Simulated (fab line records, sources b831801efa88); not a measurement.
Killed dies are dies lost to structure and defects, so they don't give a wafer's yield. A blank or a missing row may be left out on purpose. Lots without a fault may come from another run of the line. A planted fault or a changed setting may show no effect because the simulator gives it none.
Tool commonality check | flow gf180mcu | 12 lots, 36 wafers sampled

WHY IT WAS OPENED
At GF_VT_IMPLANT_TW_MEAS_43 the reading VT_IMPLANT_4_TW is flagged on 2 of 12 lots. Wafers without a fault read 687, standard deviation 6.2.
Rule: a lot is flagged when every wafer of it that has a number lies more than 4 standard deviations from that mean, or none has a number. The other lots count as sound.

lot  | measured     | on            | VT_IMPLANT_4_TW, wafer by wafer | flag
L939 | day 7 13:23  | film_metro-01 | 680 678 682                     |
L941 | day 7 23:05  | film_metro-03 | 678 681 679                     |
L944 | day 8 22:20  | film_metro-04 | 696 698 694                     |
L946 | day 9 11:11  | film_metro-03 | 683 682 680                     |
L947 | day 9 17:41  | film_metro-03 | 683 683 684                     |
L948 | day 9 23:47  | film_metro-04 | 700 703 707                     |
L951 | day 10 22:22 | film_metro-04 | 643 638 643                     | FLAGGED
L953 | day 11 08:48 | film_metro-04 | 639 639 640                     | FLAGGED
L954 | day 11 16:53 | film_metro-01 | 686 685 688                     |
L959 | day 13 02:41 | film_metro-03 | 687 688 684                     |
L960 | day 13 10:11 | film_metro-04 | 694 698 692                     |
L961 | day 13 17:26 | film_metro-04 | 697 693 695                     |
The numbers of the flagged lots are 640 on average: -47 against the usual, or -8 standard deviations.

WHICH TOOL RAN EACH LOT
The record holds 2 process steps before the reading, out of a route of 602 steps. In each cell: the tool, then ch and the chambers that the sampled wafers went through, then the start.
lot  | flag    | GF_VT_IMPLANT_IMPLANT_41        | GF_VT_IMPLANT_STRIP_42
L939 |         | implanter-04 ch 0, day 7 13:09  | plasma_asher-02 ch 1, day 7 13:17
L941 |         | implanter-04 ch 0, day 7 22:50  | plasma_asher-02 ch 0,1, day 7 22:59
L944 |         | implanter-04 ch 0, day 8 22:06  | plasma_asher-02 ch 0,1, day 8 22:14
L946 |         | implanter-04 ch 0, day 9 10:56  | plasma_asher-02 ch 1, day 9 11:05
L947 |         | implanter-01 ch 0, day 9 17:26  | plasma_asher-03 ch 0,1, day 9 17:35
L948 |         | implanter-04 ch 0, day 9 23:33  | plasma_asher-01 ch 0,1, day 9 23:41
L951 | FLAGGED | implanter-04 ch 0, day 10 22:07 | plasma_asher-01 ch 0,1, day 10 22:16
L953 | FLAGGED | implanter-04 ch 0, day 11 08:35 | plasma_asher-03 ch 0,1, day 11 08:43
L954 |         | implanter-02 ch 0, day 11 16:40 | plasma_asher-01 ch 0,1, day 11 16:48
L959 |         | implanter-02 ch 0, day 13 02:26 | plasma_asher-03 ch 0,1, day 13 02:35
L960 |         | implanter-02 ch 0, day 13 09:58 | plasma_asher-02 ch 0,1, day 13 10:06
L961 |         | implanter-01 ch 0, day 13 17:11 | plasma_asher-02 ch 0,1, day 13 17:19
What these steps do:
- GF_VT_IMPLANT_IMPLANT_41
- GF_VT_IMPLANT_STRIP_42: strips in O2/N2.
- GF_VT_IMPLANT_TW_MEAS_43

FLAGGED OVER TOTAL, TOOL BY TOOL (the gauges that took the reading come last)
step                     | tool            | lots run | flagged | share of the flagged lots | sound lots run after its first flagged lot
GF_VT_IMPLANT_IMPLANT_41 | implanter-01    | 2        | 0       | none                      | -
GF_VT_IMPLANT_IMPLANT_41 | implanter-02    | 3        | 0       | none                      | -
GF_VT_IMPLANT_IMPLANT_41 | implanter-04    | 7        | 2       | all                       | 0
GF_VT_IMPLANT_STRIP_42   | plasma_asher-01 | 3        | 1       | some                      | 1 (L954)
GF_VT_IMPLANT_STRIP_42   | plasma_asher-02 | 6        | 0       | none                      | -
GF_VT_IMPLANT_STRIP_42   | plasma_asher-03 | 3        | 1       | some                      | 1 (L959)
GF_VT_IMPLANT_TW_MEAS_43 | film_metro-01   | 2        | 0       | none                      | -
GF_VT_IMPLANT_TW_MEAS_43 | film_metro-03   | 4        | 0       | none                      | -
GF_VT_IMPLANT_TW_MEAS_43 | film_metro-04   | 6        | 2       | all                       | 2 (L960,L961)

WHAT THE TABLE ALLOWS
2 rows of the table ran every flagged lot: implanter-04 at GF_VT_IMPLANT_IMPLANT_41, film_metro-04 at GF_VT_IMPLANT_TW_MEAS_43.
- implanter-04 at GF_VT_IMPLANT_IMPLANT_41: 2 of its 7 lots flagged. Its last sound lot is L948 (day 9 23:33), its first flagged lot L951 (day 10 22:07): a fault that began between those two fits. Its own readings lie more than 4 standard deviations out on every wafer of the flagged lots: dose_ions_cm2, faraday_current_uA.
- film_metro-04 at GF_VT_IMPLANT_TW_MEAS_43: 2 of its 6 lots flagged. Sound lots ran on it after the first flagged one (L960, L961), which a lasting fault on the whole tool wouldn't allow.
One tool is left: implanter-04 at GF_VT_IMPLANT_IMPLANT_41.

WHAT THE SIMULATOR HAD PUT IN
Process parameter drift: implanter-04, from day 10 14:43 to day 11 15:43, at GF_VT_IMPLANT_IMPLANT_41. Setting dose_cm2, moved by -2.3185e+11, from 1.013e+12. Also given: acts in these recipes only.
Lots struck among those shown: L951, L953. The rule above found the same.
